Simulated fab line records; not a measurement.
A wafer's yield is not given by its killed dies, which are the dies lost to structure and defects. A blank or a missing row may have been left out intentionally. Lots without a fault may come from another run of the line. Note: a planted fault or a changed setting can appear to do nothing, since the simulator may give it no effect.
Comparing a struck lot with a sound one :: flow sfq_line :: 13 steps out of a route of 325
Sound: wafers L159.1, L159.2, L159.3. Wafers struck: L166.2, L166.3, L166.5. The cause comes at the end.
At each step with rows: each side's tool, then ch and its chambers, then its first start. Under that, the readings that differ: sound wafers :: struck wafers :: difference of the means :: sigmas: that difference in standard deviations of wafers without a fault.
alike: readings whose means differ by less than 2 such deviations, and words and numbers that are the same on both sides. not compared: withheld readings, readings that some wafer has no value for, bounds like >300 that may hide the same value, and numbers for which the record gives no deviation and whose values overlap.
A row with sigmas, a row that says differs or no value, or rows on one side alone: a step with any of these is where the two part. When numbers do not overlap yet have no deviation, they are printed without sigmas and do not part them. Lack of a reading on every wafer of one side parts them only where that side has two or more wafers.

first, 2 steps without rows for these wafers: SFQ_TRILAYER_I2_VIA_STRIP_SOLV_CLEAN_072 (cleans in NMP, time 600 s); SFQ_TRILAYER_M3_DEP_PRE_CLEAN_074 (time 22.5 s).
SFQ_TRILAYER_M3_DEP_SPUTTER_073: material Nb, target thk 200 nm, time 133.3 s.
  sound on pvd_sputter-06 at day 29 15:45; struck on pvd_sputter-06 at day 32 08:11
  alike: throttle_valve_pct
SFQ_M3_RS_MEAS_919: measurement is done with a four-point probe.
  sound on film_metro-03 at day 29 15:50; struck on film_metro-04 at day 32 08:18
  alike: M3_NB_RS
then, 6 steps without rows for these wafers: SFQ_TRILAYER_M3_LITHO_COAT_080 (resist thk 62 nm); SFQ_TRILAYER_M3_LITHO_COAT_075 (resist thk 600 nm); SFQ_TRILAYER_M3_LITHO_SOFTBAKE_079; SFQ_TRILAYER_M3_LITHO_EXPOSE_076 (exposes mask M3, target cd 500 nm); SFQ_TRILAYER_M3_LITHO_PEB_078 (peb time 60 s); SFQ_TRILAYER_M3_LITHO_DEVELOP_077 (time 60 s).
-- the record jumps here: 6 days lie between the struck wafers' starts before and after --
SFQ_M3_OVL_MEAS_921:
  sound on overlay-02 at day 35 20:13; struck on overlay-01 at day 38 16:45
  alike: M3_OVL
SFQ_TRILAYER_M3_BARC_OPEN_METAL_ETCH_100: etches BARC in O2, target depth 125 nm, time 41.7 s.
  sound on rie_metal-03 ch 0,1, day 35 20:15; struck on rie_metal-03 ch 0,1, day 38 16:47
reading: chamber_pressure_mTorr (mTorr)
sound: 9.986 9.997 10.009
struck: 12.028 11.998 12.006
difference: +2.013
sigmas: +99 or more
  alike: drypump_motor_current_A, oes_product_au, rf_fwd_power_W
  not compared: rf_hours_counter_h
SFQ_TRILAYER_M3_ETCH_METAL_ETCH_078: etches Nb in Cl2/Ar, stops on SiO2, target depth 240 nm, time 120 s.
  sound on rie_metal-03 ch 0,1, day 35 20:19; struck on rie_metal-03 ch 0,1, day 38 16:50
  alike: chamber_pressure_mTorr, drypump_motor_current_A, oes_product_au, rf_fwd_power_W
  not compared: rf_hours_counter_h

## WHERE THEY PART
SFQ_TRILAYER_M3_BARC_OPEN_METAL_ETCH_100 only, going by this record. Later steps at which nothing parts them and some readings are alike: SFQ_TRILAYER_M3_ETCH_METAL_ETCH_078.

WHY: what had been put in by the simulator
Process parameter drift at SFQ_TRILAYER_M3_BARC_OPEN_METAL_ETCH_100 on rie_metal-03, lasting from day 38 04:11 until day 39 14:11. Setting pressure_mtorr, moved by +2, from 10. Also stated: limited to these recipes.
